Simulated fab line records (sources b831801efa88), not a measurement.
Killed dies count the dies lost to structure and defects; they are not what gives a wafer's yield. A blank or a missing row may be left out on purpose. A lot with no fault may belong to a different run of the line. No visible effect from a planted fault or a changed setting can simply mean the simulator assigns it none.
Chamber matching    flow sfq_line    cmp-02 running SFQ_TRILAYER_I1_CMP_CMP_046: 4 sister chambers
The step polishes SiO2. 4 wafers are shown with their chamber, then 9 later ones without.

## WAFERS, EACH WITH ITS CHAMBER
wafer   chamber  motor_current_A (A)
L796.4  1        10.2
L796.6  2        9.6
L800.3  3        9.9
L800.5  0        10.7

## WAFERS WITH NO CHAMBER GIVEN
wafer   motor_current_A (A)
L801.2  10.7
L801.4  9.8
L801.6  9.9
L802.2  9.6
L802.1  9.7
L802.6  9.2
L803.2  9.9
L803.1  9.5
L803.6  9.6

## THE CHAMBER EACH PASSED THROUGH
wafer    from the rows above       in truth
L801.2   0                         0
L801.4   can't be placed: 3 or 2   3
L801.6   3                         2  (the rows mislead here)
L802.2   2                         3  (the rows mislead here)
L802.1   can't be placed: 2 or 3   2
L802.6   2                         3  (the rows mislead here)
L803.2   3                         3
L803.1   2                         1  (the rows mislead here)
L803.6   2                         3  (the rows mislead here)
Correctly placed: 2 of 9. Cannot be placed on the basis of these rows: 2; the candidates contain the true chamber in 2. Placed wrongly: 5.
How it was worked out, from the rows above alone: a wafer's distance from a chamber is the root of the sum, over the readings, of the square of ((its reading less the chamber's mean) divided by the reading's scatter). The wafer belongs to the nearest chamber; if the next one is less than 2 further off, it can't be placed. Each chamber's mean is taken over the wafers shown for it. The scatter: with one shown wafer a chamber, the root of the mean of the squares of how far each hidden wafer lies from its nearest shown one.
